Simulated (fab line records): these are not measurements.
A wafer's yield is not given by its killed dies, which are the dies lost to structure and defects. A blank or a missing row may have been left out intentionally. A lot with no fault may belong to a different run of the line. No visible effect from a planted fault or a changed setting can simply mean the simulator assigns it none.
Split-lot study -- flow sfq_line -- 23 wafers read from 5 lots, route of 325 steps

== THE SPLIT ITSELF ==
At SFQ_TRILAYER_M5_LITHO_PEB_126 (peb time 60 s), the setting peb_temp_c was moved away from the recipe's 115 C on 5 of the 23 wafers read, by -3.0% to -2.2%. The other wafers ran this setting at the recipe's value.

== FROM THE SPLIT ON TO THE READING: in between, the file shows 1 step ==
- SFQ_TRILAYER_M5_LITHO_DEVELOP_125: time 60 s

== THE READING ==
M5.cd_nm (the simulator's own value, which no gauge read), in nm, at SFQ_TRILAYER_M5_BARC_OPEN_METAL_ETCH_161 (etches BARC in O2, target depth 125 nm, time 41.7 s). The file gives no usual value for it. Here, 18 wafers ran the recipe; their average is 700.5 nm with a standard deviation of 1.6 nm.

wafer,"tool, chamber at the split","peb_temp_c as run, C",against the recipe,"M5.cd_nm, nm",against lot-mates on the recipe
L074.2,"litho_track-03, 0",115,recipe,701.3,-
L074.3,"litho_track-03, 0",115,recipe,700.7,-
L074.5,"litho_track-03, 0",115,recipe,700.7,-
L074.4,"litho_track-03, 0",115,recipe,701.9,-
L074.6,"litho_track-03, 0",115,recipe,701.6,-
L076.1,"litho_track-02, 0",112.5,-2.2%,751.6,+50.6
L076.2,"litho_track-02, 0",112.5,-2.2%,750.6,+49.6
L076.3,"litho_track-02, 0",115,recipe,700.7,-
L076.4,"litho_track-02, 0",112.5,-2.2%,751.5,+50.5
L076.6,"litho_track-02, 0",115,recipe,701.4,-
L077.2,"litho_track-02, 0",115,recipe,697.7,-
L077.3,"litho_track-02, 0",115,recipe,700.7,-
L077.4,"litho_track-02, 0",111.5,-3.0%,772.5,+73.1
L077.5,"litho_track-02, 0",115,recipe,699.9,-
L077.6,"litho_track-02, 0",111.5,-3.0%,772.2,+72.8
L079.1,"litho_track-02, 0",115,recipe,702.1,-
L079.3,"litho_track-02, 0",115,recipe,701,-
L079.4,"litho_track-02, 0",115,recipe,701.2,-
L079.5,"litho_track-02, 0",115,recipe,702.5,-
L079.6,"litho_track-02, 0",115,recipe,702.4,-
L083.1,"litho_track-02, 0",115,recipe,699.1,-
L083.2,"litho_track-02, 0",115,recipe,697.4,-
L083.6,"litho_track-02, 0",115,recipe,697.3,-

THE FIT
A straight line over all 23 wafers: M5.cd_nm changes by -23.5 nm for each +1% of peb_temp_c; r = -1.00; the points scatter about the line by 1.5 nm.
The same after taking each lot's own level away (the mean of its wafers on the recipe; 23 wafers): -23.6 nm for each +1%; r = -1.00; scatter 0.9 nm.
That fit puts the effect of the largest move of peb_temp_c on the reading at 72 nm.
The lots' own levels span 697.93 to 701.84 nm, that is 2.5 times the standard deviation above.
Hence the lot-to-lot level has little effect on the slope; both slopes agree.
Check: for one of the wafers moved furthest among these (-3.0%), held out of the fit, the line's prediction against its lot-mates is +71.3 nm. Against them it came out at +73.1 nm.

== THESE WAFERS: OTHER SPLITS ==
Note: prior to the reading, these wafers also went through further splits. Each is held against what the fit with the lots' levels taken away leaves over:
other split on the same wafers,wafers away from the commonest value,r with M5.cd_nm (lot level and that fit taken away)
SFQ_TRILAYER_M4_BARC_OPEN_METAL_ETCH_123 icp_w,10,+0.25
SFQ_TRILAYER_I4_VIA_LITHO_COAT_103 spin_rpm,5,+0.27
SFQ_TRILAYER_I4_VIA_BARC_OPEN_VIA_ETCH_146 bias_w,8,-0.03
SFQ_TRILAYER_JJ_TRILAYER_DEP_SPUTTER_109 time_s,9,+0.13
SFQ_TRILAYER_JJ_CE_LITHO_COAT_114 resist_thk_nm,8,-0.16
SFQ_TRILAYER_JJ_CE_BARC_OPEN_RIE_150 bias_w,10,-0.12

== FILE'S OWN FIT ==
M5.cd_nm changes by -23.7 nm for each +1% of peb_temp_c, r = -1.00.
